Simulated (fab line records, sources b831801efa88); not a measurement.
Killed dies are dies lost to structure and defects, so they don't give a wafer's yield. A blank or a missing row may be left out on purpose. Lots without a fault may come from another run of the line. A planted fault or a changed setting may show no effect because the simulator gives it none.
Problem report, 8D (eight disciplines) form, completed by code | flow gf180mcu | the parts of the form that need people (team, actions taken, sign-off) are left out

== 1. PROBLEM STATEMENT ==
At GF_SAB_WET_ETCH_12, temp c averages 18.20 C over 6 wafers from 2 lots, while fault-free wafers read 25.01 C, standard deviation 0.091. That puts it -75 standard deviations away from the usual mean.
The step: etches SiO2 in dHF, target depth 22 nm, time 440 s.
The first sign was on wafer L133.2 at day 20 22:08, on wet bench-03. At this step, 18 wafers from 6 lots have a number in the record. Rule for "out", or "out of limits": more than 4 standard deviations from the usual mean. Any other wafer with a number is counted as sound.

== 2. WHAT THIS IS AND IS NOT ==
question                    | is                         | is not
which readings at this step | temp c, bath heat duty pct | -
which lots                  | L133, L136                 | L121, L125, L126, L132
which wafers of those lots  | all that have a number     | -
read on which tools         | wet bench-03               | wet bench-01, wet bench-02
when                        | from day 20 22:08          | up to then (12 sound wafers)

== 3. WHAT RULES OUT EACH SUSPECT ==
Counting: a tool at a process step up to the reading stays a suspect if it ran every lot that is out and no sound lot after the first of them.
- pecvd-01 at GF_SAB_CVD_00 (deposits SiO2 from TEOS, target thk 50 nm, time 4.9302 s): kept. It processed each lot that is out, first L133 at day 19 22:26, and no sound lot thereafter; up to then, the last sound lot it processed was L132 at day 19 17:50.
- wet bench-03 at GF_SAB_WET_ETCH_12 (etches SiO2 in dHF, target depth 22 nm, time 440 s): kept. It processed each lot that is out, first L133 at day 20 22:08, and no sound lot thereafter; up to then, the last sound lot it processed was L132 at day 20 17:35. Its own readings are out on those wafers: bath heat duty pct, temp c.
The count leaves wet bench-03 at GF_SAB_WET_ETCH_12 and pecvd-01 at GF_SAB_CVD_00.

== 4. THE CAUSE (what the simulator had put in) ==
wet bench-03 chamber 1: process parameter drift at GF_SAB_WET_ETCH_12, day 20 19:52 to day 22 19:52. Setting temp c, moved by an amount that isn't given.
Counting left 2 suspects, and this tool is among them.

== 5. THE EFFECT CHAIN, in route order ==
Each row: a reading whose mean over the struck wafers that have a number lies more than 3 standard deviations from the usual. Readings are gone through only where the record gives a usual standard deviation; hours: the median, over the lots, of the time from a lot's start at the first step in this table giving one to that lot's start at this step; sigmas: the change measured in usual standard deviations.
hours | step               | reading            | usual   | on struck wafers | change | sigmas
0     | GF_SAB_WET_ETCH_12 | bath heat duty pct | 6.5 %   | 0.0              | -6.5   | -8.8
0     | GF_SAB_WET_ETCH_12 | temp c             | 25.01 C | 18.20            | -6.82  | -75
Its process steps:
- GF_SAB_WET_ETCH_12: etches SiO2 in dHF, target depth 22 nm, time 440 s.

== 6. WHAT WOULD HAVE CAUGHT IT SOONER ==
The fault began at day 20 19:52; the first out-of-limits reading in this record came at day 20 22:08, 2 hours later.
